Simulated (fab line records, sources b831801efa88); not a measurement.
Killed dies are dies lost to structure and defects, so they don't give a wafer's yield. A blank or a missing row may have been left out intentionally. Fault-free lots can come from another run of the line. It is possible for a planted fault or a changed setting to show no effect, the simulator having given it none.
Chamber matching    flow sky130    SKY_VIA1_ETCH_14 on rieDiel-03: 4 sister chambers
The step etches BARC in N2/H2, stops on SiO2, time 45.9 s, target depth 60 nm. 14 wafers are shown with their chamber, then 7 later ones without.

WAFERS WITH THEIR CHAMBER
wafer   chamber  biasW (W)  throttleValvePct (%)  oesProductAu (a.u.)
L074.3  0        99.57      13.237                0.850
L074.4  2        99.60      13.227                0.858
L074.6  0        99.81      13.228                0.858
L075.2  2        100.09     13.225                0.860
L075.3  1        100.24     13.228                0.847
L075.5  0        100.52     13.227                0.860
L077.2  0        100.10     13.232                0.854
L077.4  2        99.91      13.228                0.854
L077.5  1        100.12     13.220                0.854
L084.1  0        99.88      13.221                0.851
L084.4  2        99.75      13.222                0.849
L084.6  0        100.04     13.229                0.852
L086.1  2        99.94      13.217                0.850
L086.3  3        100.68     13.210                0.851

SIGNATURES, as means of the wafers listed above
reading           chamber 0  chamber 1  chamber 2  chamber 3  scatter within a chamber
biasW             99.9867    100.1800   99.8580    100.6800   0.258
throttleValvePct  13.22900   13.22400   13.22380   13.21000   0.00503
oesProductAu      0.85417    0.85050    0.85420    0.85100    0.00445
Rule: a wafer lies at a distance from a chamber equal to the root of the sum of squares, over the readings, of (its reading less the chamber's mean, divided by the reading's scatter). The wafer belongs to the nearest chamber; if the next one is less than 2 further off, it can't be placed. How the scatter is found: for the shown wafers, subtract from each reading the mean of its chamber, square and add these, divide the total by (wafers less chambers), then take the root.

WAFERS MISSING THEIR CHAMBER
wafer   biasW (W)  throttleValvePct (%)  oesProductAu (a.u.)
L086.4  99.57      13.225                0.852
L091.1  99.57      13.235                0.852
L091.2  99.42      13.230                0.855
L091.3  100.18     13.221                0.858
L095.1  100.34     13.239                0.855
L095.3  100.50     13.220                0.856
L095.4  100.59     13.228                0.864

EACH ONE'S CHAMBER
wafer   from the rows above                in truth
L086.4  can't be placed: 2 or 0 or 1       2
L091.1  can't be placed: 0 or 2 or 1       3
L091.2  can't be placed: 2 or 0 or 1       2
L091.3  can't be placed: 2 or 1 or 0 or 3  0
L095.1  can't be placed: 0 or 1 or 2       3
L095.3  can't be placed: 1 or 3 or 2 or 0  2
L095.4  can't be placed: 0 or 1 or 2 or 3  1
Correctly placed: 0 of 7. Can't be placed from these rows: 7 (the true chamber is among the candidates in 5). Number placed wrongly: 0.
